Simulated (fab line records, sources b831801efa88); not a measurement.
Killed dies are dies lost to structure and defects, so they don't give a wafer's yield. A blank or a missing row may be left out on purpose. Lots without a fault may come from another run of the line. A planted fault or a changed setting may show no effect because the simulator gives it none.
fab line records | flow sky130
record lots=13 wafers=39 last_day=50
route steps=708 shown LI_CONTACT@383 PAD_OPEN@708
lots that met no fault: from a run of the same line without faults
start_h: hours from the record's first day to the start of the lot's first wafer shown | wait_h: hours since the lot's step before | " the same as in the row above | L1.1+2: a row that stands for several wafers | - no value, or no start given | * or withheld: withheld | < > ~ a bound
route shown NAME@n: a module of which the file shows steps, and the number in the route of the first | usual: mean/standard deviation of fault-free wafers | same: alike in all rows | chamber/n: place in a boat | sites: the reading at each site | _std_site: their standard deviation | _edge_site: outer sites' mean less inner sites' | radius_mm: how far each site lies from the wafer's centre | mask NAME#n: copy n | behind: the tool/chamber that last shaped the wafer | hold: why the lot was held/for how many hours/how that ended | device: the transistor (n, p or np) that didn't switch | end of line: the same wafers' tests at the end of the route | a step without rows: its recipe alone | killed: dies lost to structure and defects at the first sort, not the wafer's yield | map: a wafer's dies, x killed, . not, _ none there
set.NAME: the setting as run; set.NAME@STEP: as run at that earlier step | model.NAME: the simulator's own value behind a step, which no gauge read
steps of the route over a sample of lots; a table a step, a row a wafer
services: from which hour (start_h, from the record's first day; less than 0 if before it) a tool's chamber was out of use, for how many hours, and why
## steps
# step SKY_LI_CONTACT_CVD_21
# recipe material=W target_thk_nm=400 time_s=120.56 temp_c=400 pressure_torr=40
# usual heater_power_w=836/92 susceptor_temp_C=400.00/0.21
# columns lot.wafer tool chamber start_h wait_h heater_power_w susceptor_temp_C
L309.1 cvd_w-02 1 699.45 0.0 709 399.81
L309.2 " 0 " " 996 400.32
L309.6 " 1 " " 728 399.85
L310.2 cvd_w-02 1 710.90 0.0 722 400.51
L310.4 " 0 " " 970 400.11
L310.5 " 0 " " 945 400.11
L312.4 cvd_w-01 0 723.54 0.1 787 399.95
L312.5 " 0 " " 794 399.72
L312.6 " 1 " " 884 399.88
L313.2 cvd_w-02 1 736.20 0.0 703 399.83
L313.3 " 0 " " 986 399.79
L313.6 " 0 " " 966 399.81
L314.1 cvd_w-01 1 740.84 0.0 905 399.90
L314.3 " 1 " " 891 399.79
L314.6 " 1 " " 873 399.47
L317.2 cvd_w-01 1 767.10 0.0 885 400.16
L317.3 " 0 " " 760 400.29
L317.6 " 0 " " 779 400.30
L318.1 cvd_w-02 0 774.13 0.0 982 400.29
L318.2 " 1 " " 732 399.88
L318.4 " 1 " " 717 399.95
L319.1 cvd_w-01 0 777.78 0.0 793 399.77
L319.2 " 1 " " 892 399.86
L319.5 " 0 " " 778 399.80
L321.2 cvd_w-01 0 793.73 0.0 793 400.09
L321.3 " 0 " " 789 400.16
L321.4 " 1 " " 898 399.89
L320.1 cvd_w-02 1 797.10 0.0 725 400.21
L320.2 " 0 " " 977 399.54
L320.3 " 1 " " 735 400.19
L322.1 cvd_w-02 1 799.56 0.0 731 400.24
L322.3 " 1 " " 717 400.32
L322.6 " 1 " " 708 399.94
L326.3 cvd_w-01 1 828.89 0.1 917 400.44
L326.4 " 0 " " 769 400.05
L326.5 " 1 " " 892 399.93
L327.4 cvd_w-02 1 839.37 0.0 729 399.62
L327.5 " 1 " " 697 399.87
L327.6 " 0 " " 992 400.36
# step SKY_PAD_OPEN_PROBE_99
# usual killed_at_M0_to_M3=44/6.9 killed_at_M4_up=3.1/1.7 killed_at_contacts=25/5.6 killed_at_front_end=14/4.3 killed_at_other=0.3/0.51 killed_dies=86/9.8 killed_open=47/6.5 killed_short=39/6.6
# same gross_dies=492 killed_at_back_side=0
# columns lot.wafer tool chamber start_h wait_h killed_at_M0_to_M3 killed_at_M4_up killed_at_contacts killed_at_front_end killed_at_other killed_dies killed_open killed_short
L327.4 prober-02 - 1195.42 0.2 35 3 25 22 0 85 42 43
L327.5 prober-02 - 1195.47 0.2 49 2 22 12 0 85 40 45
L327.6 prober-02 - 1195.52 0.2 34 1 81 11 0 127 44 25
# killed by level:class
L327.4 VIA2:geometric_particle:open=11 FIELD_ISO:geometric_particle:short=10 CONTACT:geometric_particle:short=8 FIELD_ISO:geometric_particle:open=6 CONTACT:geometric_particle:open=6 VIA3:geometric_particle:open=5 VIA1:geometric_particle:open=5 POLY_GATE:geometric_particle:open=4
L327.5 VIA1:geometric_particle:short=9 VIA1:geometric_particle:open=8 VIA2:geometric_particle:open=8 METAL2:geometric_particle:short=7 CONTACT:geometric_particle:open=6 CONTACT:geometric_particle:short=6 LOCAL_INTERCONNECT:geometric_particle:short=5 METAL1:geometric_particle:short=5
L327.6 LI_CONTACT:unspecified=58 VIA1:geometric_particle:open=11 LI_CONTACT:geometric_particle:open=8 VIA1:geometric_particle:short=7 CONTACT:geometric_particle:open=7 FIELD_ISO:geometric_particle:open=6 CONTACT:geometric_particle:short=6 VIA2:geometric_particle:open=4
## services
# columns tool chamber start_h hours kind
cvd_w-02 0 744.68 6.0 repair
cvd_w-02 0 815.95 1.4 repair
## key
first_sign step=SKY_PAD_OPEN_PROBE_99 reading=killed_at_contacts direction=up sigmas=10 usual=25 struck=81
effect step=SKY_PAD_OPEN_PROBE_99 reading=killed_dies direction=up sigmas=4.2 usual=86 struck=127
met_at SKY_LI_CONTACT_CVD_21
struck_lots L327
struck_wafers L327.6
tester_left_out L327
onset_between 797.10 839.37
fault kind=chamber_particle_source tool=cvd_w-02 chamber=0 onset_h=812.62 steps=SKY_LI_CONTACT_CVD_21 rate_per_visit_cm2=1.062 end_h=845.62
# tester_left_out: of these lots the tester's yield and bins aren't shown, on N5 and GAA mostly nor the transistor test; their killed dies are dies lost to structure and defects alone, not to doping, threshold or leakage, so they don't give the yield
